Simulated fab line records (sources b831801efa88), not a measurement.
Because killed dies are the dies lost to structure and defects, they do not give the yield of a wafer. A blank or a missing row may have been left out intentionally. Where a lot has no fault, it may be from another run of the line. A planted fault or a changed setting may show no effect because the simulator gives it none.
Which tool is to blame?    flow sky130    24 lots with 72 wafers sampled at 2 steps, on a route of 708 steps

WHAT THE GAUGES READ, wafer by wafer
SKY_LDD_HVP_OVL_MEAS_07.
lot   measured      on          LDD_HVP_OVL (nm)
L074  day 23 01:55  overlay-01  -0.9 -0.7 0.3
L075  day 23 09:14  overlay-02  1.2 0.7 -1.5
L076  day 23 14:24  overlay-02  1.4 1.9 0.9
L077  day 23 22:41  overlay-01  3.1 -1.5 2.1
L078  day 24 02:33  overlay-02  0.6 -0.8 -0.9
L079  day 24 06:11  overlay-02  -0.4 0.4 1.5
L080  day 24 06:50  overlay-02  -0.5 0.7 -0.9
L081  day 24 08:08  overlay-01  -0.1 -1.8 -0.3
L082  day 24 08:25  overlay-02  0.0 1.3 1.4
L083  day 24 09:00  overlay-01  -1.0 0.5 0.1
L084  day 24 09:38  overlay-02  -1.5 -1.6 0.8
L087  day 24 12:41  overlay-01  2.2 1.8 2.8
L085  day 24 15:23  overlay-01  1.4 2.5 -0.7
L086  day 24 15:41  overlay-01  1.0 0.9 2.6
L088  day 30 08:05  overlay-02  -2.8 -2.0 -2.7
L089  day 30 20:49  overlay-02  0.7 0.2 0.8
L093  day 30 23:44  overlay-02  0.8 0.8 0.8
L091  day 30 23:49  overlay-01  1.6 0.9 0.0
L092  day 31 00:31  overlay-01  0.5 1.0 -1.9
L094  day 31 01:35  overlay-01  -0.5 0.9 1.3
L090  day 31 04:19  overlay-02  0.9 1.6 3.2
L095  day 31 07:37  overlay-01  1.0 0.2 1.7
L097  day 31 08:13  overlay-01  -0.5 2.2 -0.6
L096  day 31 10:01  overlay-02  -3.6 -2.2 -0.4

EACH LOT AND THE TOOL THAT RAN IT (in order: tool; ch and the chambers of the sampled wafers; start)
lot   SKY_POLY_GATE_ETCH_15
L074  rie_diel-01 ch 0,1,2, day 17 17:11
L075  rie_diel-04 ch 1,2, day 17 22:57
L076  rie_diel-01 ch 0,3, day 18 05:17
L077  rie_diel-03 ch 0,1,2, day 18 16:09
L078  rie_diel-03 ch 0,3, day 18 19:08
L079  rie_diel-04 ch 0,2,3, day 18 23:11
L080  rie_diel-01 ch 0,2, day 18 23:54
L081  rie_diel-03 ch 1,2,3, day 19 00:11
L082  rie_diel-01 ch 0,1,2, day 19 01:55
L083  rie_diel-04 ch 0,1,2, day 19 02:15
L084  rie_diel-03 ch 1,2, day 19 02:57
L087  rie_diel-04 ch 0,3, day 19 06:18
L085  rie_diel-01 ch 2,3, day 19 07:15
L086  rie_diel-03 ch 0,1,3, day 19 07:15
L088  rie_diel-03 ch 0,1,3, day 25 06:36
L089  rie_diel-03 ch 0,3, day 25 20:21
L093  rie_diel-01 ch 1,2,3, day 25 22:43
L091  rie_diel-03 ch 1,3, day 26 00:14
L092  rie_diel-04 ch 1,2,3, day 26 02:53
L094  rie_diel-01 ch 0,1,2, day 26 03:14
L090  rie_diel-03 ch 0,1,3, day 26 04:54
L095  rie_diel-01 ch 1,2, day 26 09:20
L097  rie_diel-03 ch 1,2,3, day 26 09:57
L096  rie_diel-03 ch 0,1,3, day 26 11:45
- SKY_POLY_GATE_ETCH_15: etches BARC in N2/H2, stops on SiO2, time 118.5 s, target depth 110 nm.

AS READ BY THE TOOLS THEMSELVES (means over the sampled wafers that have a number; for cases with no such wafer, the mark the record gives instead)
SKY_POLY_GATE_ETCH_15.
lot   tool         drypump_motor_current_A (A)  h2_flow_sccm (sccm)  oes_product_au (a.u.)  throttle_valve_pct (%)
L074  rie_diel-01  5.5                          200.0                0.714                  13.208
L075  rie_diel-04  6.7                          200.1                0.715                  13.221
L076  rie_diel-01  5.1                          199.6                0.713                  13.216
L077  rie_diel-03  5.6                          199.4                0.718                  13.206
L078  rie_diel-03  6.0                          199.5                0.718                  13.217
L079  rie_diel-04  6.1                          200.4                0.719                  13.218
L080  rie_diel-01  5.4                          200.7                0.715                  13.204
L081  rie_diel-03  5.9                          199.8                0.715                  13.227
L082  rie_diel-01  5.5                          199.7                0.718                  13.211
L083  rie_diel-04  6.3                          199.4                0.716                  13.212
L084  rie_diel-03  5.4                          200.3                0.718                  13.213
L087  rie_diel-04  5.8                          199.5                0.718                  13.217
L085  rie_diel-01  5.2                          200.4                0.712                  13.217
L086  rie_diel-03  6.0                          200.2                0.718                  13.215
L088  rie_diel-03  6.0                          200.3                0.718                  13.207
L089  rie_diel-03  6.0                          200.1                0.709                  13.200
L093  rie_diel-01  5.4                          200.3                0.715                  13.209
L091  rie_diel-03  6.4                          200.5                0.713                  13.211
L092  rie_diel-04  6.4                          200.0                0.718                  13.208
L094  rie_diel-01  5.5                          199.8                0.717                  13.205
L090  rie_diel-03  6.0                          200.0                0.710                  13.214
L095  rie_diel-01  5.6                          200.1                0.717                  13.213
L097  rie_diel-03  5.9                          199.9                0.718                  13.213
L096  rie_diel-03  6.0                          199.9                0.714                  13.216

THE ANSWER, worked out from the rows above alone
Rule: usual is defined by the lots themselves. Put in order of their means at a reading, lots are off if they are a third of the lots or fewer, leave a main group of 4 or more, and stand apart from it by a gap of 3 or more times the standard deviation of the main group's means; of several such gaps the widest counts. The tables above print the reading to a certain number of digits; a main group whose means all agree to those digits is not used. A lot without any number at a reading at which 4 lots or more have one is off too. The other lots that the step has rows for count as sound. The gauges are gone through in route order, then the tools' own readings, and for those a lot's mean is taken as printed above. At the first step where some lot is off, the reading lying furthest off is the one used; lots without a number count as furthest.
No lot is off at any reading shown: from this, nothing can be told.

WHAT HAD BEEN PUT IN BY THE SIMULATOR
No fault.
